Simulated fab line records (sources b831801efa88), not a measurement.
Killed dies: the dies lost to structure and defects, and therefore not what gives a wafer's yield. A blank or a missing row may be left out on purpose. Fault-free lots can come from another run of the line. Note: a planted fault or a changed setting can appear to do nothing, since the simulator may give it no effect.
A struck lot beside a sound one / flow sky130 / 20 steps out of a route of 708
Sound: the wafers L326.1, L326.2, L326.4. Struck: wafers L338.4, L338.5, L338.6. The cause is named last.
At each step with rows: each side's tool, then ch and its chambers, then its first start. Under that, the readings that differ: sound wafers / struck wafers / difference of the means / sigmas: that difference in standard deviations of wafers without a fault.
alike: readings with means less than 2 such deviations apart, plus words and numbers identical on both sides. not compared: withheld readings, readings lacking a value on some wafer, bounds such as >300 that could conceal the same value, and numbers that have no deviation in the record and whose values overlap.
Wherever a step has rows on one side only, a row that says differs or no value, or a row with sigmas, the two part there. When numbers do not overlap yet have no deviation, they are printed without sigmas and do not part them. Lack of a reading on every wafer of one side parts them only where that side has two or more wafers.

first, 1 step without rows for these wafers: SKY_POLY_GATE_CVD_03 (deposits Si3N4 from DCS/NH3, target thk 75 nm, time 1290 s).
SKY_POLY_GATE_THK_MEAS_04:
  struck on filmMetro-04, day 20 22:04; sound on filmMetro-04, day 15 08:07
  alike: POLY_GATE_CVD_03_THK
then, 8 steps without rows for these wafers: SKY_POLY_GATE_DEHYDRATE_05 (time 60 s); SKY_POLY_GATE_HMDS_06 (prime time 60 s); SKY_POLY_GATE_COAT_07 (resist thk 110 nm); SKY_POLY_GATE_COAT_08 (resist thk 450 nm); SKY_POLY_GATE_SOFTBAKE_09 (time 90 s); SKY_POLY_GATE_EXPOSE_10 (exposes mask P1M, target cd 150 nm); SKY_POLY_GATE_PEB_11; SKY_POLY_GATE_DEVELOP_12 (develop time 60 s).
SKY_POLY_GATE_CD_MEAS_13: target cd 150 nm.
  struck on cdSem-02, day 22 04:38; sound on cdSem-02, day 16 11:58
  alike: cdNm
SKY_POLY_GATE_OVL_MEAS_14:
  struck on overlay-01, day 22 04:43; sound on overlay-02, day 16 12:05
  alike: POLY_GATE_OVL
SKY_POLY_GATE_ETCH_15: etches BARC in N2/H2, stops on SiO2, time 118.5 s, target depth 110 nm.
  sound on rieDiel-02 ch 0,1,2, day 16 12:08; struck on rieDiel-03 ch 0,2,3, day 22 04:44
  no value came back on the struck wafers for any of 6 readings (biasW (W), chamberPressureMTorr (mTorr) and others); on the sound wafers biasW (W) reads 99.67 99.87 99.84
reading=model.KrF-thick_of_POLY_GATE_COAT_08.thkNm (nm); sound=346 345 346.4; struck=436.8 437.1 437.5; difference=+91.3; sigmas=
SKY_POLY_GATE_ETCH_16: etches Si3N4 in CH3F/O2, stops on poly-Si, time 147.5 s, target depth 75 nm.
  sound on rieDiel-02 ch 0,1,2, day 16 12:13; struck on rieDiel-03 ch 0,2,3, day 22 04:49
reading=oesProductAu (a.u.); sound=0.647 0.649 0.637; struck=0.365 0.370 0.374; difference=-0.275; sigmas=-57
reading=throttleValvePct (%); sound=10.530 10.530 10.531; struck=10.497 10.506 10.513; difference=-0.025; sigmas=-3
reading=model.POLY_GATE.cdNm (nm); sound=149.8 150.6 148.6; struck=152.8 152.9 152.4; difference=+3.0; sigmas=
  alike: O2_flow_sccm, biasW, ch3fFlowSccm, drypumpMotorCurrentA
  not compared: rfHoursCounterH
SKY_POLY_GATE_ETCH_17: etches poly-Si in HBr/Cl2, stops on SiO2, target depth 180 nm, time 70.5 s.
  sound on rieSi-02 ch 0,1, day 16 12:19; struck on rieSi-01 ch 0,1, day 22 04:55
reading=oesProductAu (a.u.); sound=0.998 1.001 0.991; struck=0.281 0.271 0.271; difference=-0.722; sigmas=-99 or more
reading=model.KrF-thick_of_POLY_GATE_COAT_08.thkNm (nm); sound=144.9 142.7 146.7; struck=233.5 231.1 232.5; difference=+87.6; sigmas=
reading=model.POLY_GATE.cdNm (nm); sound=149.4 151.1 149.9; struck=153.4 153.1 153.1; difference=+3.1; sigmas=
  alike: HBr_flow_sccm, biasW, drypumpMotorCurrentA, heBacksideLeakSccm, mfcCl2Sccm, throttleValvePct
  not compared: rfHoursCounterH
SKY_POLY_GATE_STRIP_18: strips in O2/N2.
  sound on plasmaAsher-03 ch 0,1, day 16 12:22; struck on plasmaAsher-03 ch 0,1, day 22 05:00
reading=oesProductAu (a.u.); sound=0.365 0.353 0.356; struck=0.404 0.405 0.401; difference=+0.045; sigmas=+9
reading=stripTimeToEndpointS (s); sound=3.21 3.19 3.24; struck=4.16 4.15 4.16; difference=+0.94; sigmas=+29
  alike: drypumpMotorCurrentA
  not compared: rfHoursCounterH
then, 2 steps without rows for these wafers: SKY_POLY_GATE_CLEAN_19 (cleans in SC1/SC2, time 150 s); SKY_POLY_GATE_OXIDATION_20 (stabilise 600 s, purge 300 s, target thk 4 nm).
SKY_POLY_GATE_CD_MEAS_22:
  struck on cdSem-02, day 22 06:31; sound on cdSem-01, day 16 15:48
reading=cdNm (nm); sound=149.4 150.9 150.4; struck=- - -; difference=no value on the struck wafers; sigmas=
then, 1 step without rows for these wafers: SKY_LDD_N_DEHYDRATE_00 (time 60 s).

== WHERE THEY PART ==
Earliest at SKY_POLY_GATE_ETCH_15; latest, in this record, at SKY_POLY_GATE_CD_MEAS_22.

WHY: what had been put in by the simulator
At SKY_POLY_GATE_ETCH_15, the step was skipped entirely on rieDiel-03 from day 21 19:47 on. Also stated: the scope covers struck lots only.
